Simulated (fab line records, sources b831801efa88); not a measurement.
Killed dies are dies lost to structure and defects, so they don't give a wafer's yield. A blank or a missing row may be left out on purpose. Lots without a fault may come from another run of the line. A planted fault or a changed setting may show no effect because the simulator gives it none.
Split-lot experiment | flow gf180mcu | 5 lots, 23 wafers read, on a route of 602 steps

THE SPLIT
At GF_MIM_DEVELOP_18 (develop time 60 s), the setting develop_time_s was moved away from the recipe's 60 s on 6 of the 23 wafers read, by -10.9% to +10.2%. The other wafers ran this setting at the recipe's value.

The file shows no step between the split and the reading.

THE READING
MIM.cd_nm (the simulator's own value, which no gauge read), in nm, at GF_MIM_METAL_ETCH_19 (etches the open film in Cl2/BCl3, stops on Si3N4, target depth 324.5 nm, time 54.1 s). The file gives no usual value for it. The 17 wafers here that ran the recipe average 1998 nm, standard deviation 3.3 nm.

wafer  | tool, chamber at the split | develop_time_s as run, s | against the recipe | MIM.cd_nm, nm | against lot-mates on the recipe
L074.1 | litho_track-04, 0          | 60                       | recipe             | 1998          | -
L074.2 | litho_track-04, 0          | 53.46                    | -10.9%             | 2013          | +14
L074.3 | litho_track-04, 0          | 53.46                    | -10.9%             | 2014          | +14
L074.5 | litho_track-04, 0          | 60                       | recipe             | 2001          | -
L074.6 | litho_track-04, 0          | 53.46                    | -10.9%             | 2010          | +10
L075.1 | litho_track-02, 0          | 66.13                    | +10.2%             | 1994          | -10
L075.5 | litho_track-02, 0          | 66.13                    | +10.2%             | 1994          | -10
L075.2 | litho_track-02, 0          | 66.13                    | +10.2%             | 1997          | -7
L075.3 | litho_track-02, 0          | 60                       | recipe             | 2001          | -
L075.6 | litho_track-02, 0          | 60                       | recipe             | 2007          | -
L076.1 | litho_track-04, 0          | 60                       | recipe             | 2003          | -
L076.3 | litho_track-04, 0          | 60                       | recipe             | 1999          | -
L076.4 | litho_track-04, 0          | 60                       | recipe             | 1997          | -
L076.5 | litho_track-04, 0          | 60                       | recipe             | 1997          | -
L076.6 | litho_track-04, 0          | 60                       | recipe             | 2000          | -
L081.1 | litho_track-04, 0          | 60                       | recipe             | 1997          | -
L081.2 | litho_track-04, 0          | 60                       | recipe             | 1999          | -
L081.3 | litho_track-04, 0          | 60                       | recipe             | 1995          | -
L081.4 | litho_track-04, 0          | 60                       | recipe             | 1998          | -
L081.6 | litho_track-04, 0          | 60                       | recipe             | 1994          | -
L084.1 | litho_track-04, 0          | 60                       | recipe             | 1994          | -
L084.3 | litho_track-04, 0          | 60                       | recipe             | 1994          | -
L084.4 | litho_track-04, 0          | 60                       | recipe             | 1997          | -

THE FIT
A straight line over all 23 wafers: MIM.cd_nm changes by -0.832 nm for each +1% of develop_time_s; r = -0.77; the points scatter about the line by 3.9 nm.
The same after taking each lot's own level away (the mean of its wafers on the recipe; 23 wafers): -1.04 nm for each +1%; r = -0.94; scatter 2.1 nm.
On that fit, the largest move of develop_time_s shifts the reading by 11 nm.
The lots' own levels span 1995.0 to 2004.0 nm, that is 2.7 times the standard deviation above.
So the lot-to-lot level blurs the effect unless lot-mates are compared.
Check: with one of the wafers moved furthest among these (-10.9%) left out of the fit, the line predicts +11.2 nm for it against its lot-mates. It came out at +13.5 nm against them.

OTHER SPLITS ON THESE WAFERS
These wafers also went through other splits before the reading. Each is held against what the fit with the lots' levels taken away leaves over:
other split on the same wafers | wafers away from the commonest value | r with MIM.cd_nm (lot level and that fit taken away)
GF_V4_ETCH_17 source_w         | 8                                    | -0.13
GF_MIM_SPUTTER_07 power_w      | 6                                    | -0.24

THE FILE'S OWN FIT
MIM.cd_nm changes by -1.05 nm for each +1% of develop_time_s, r = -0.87.
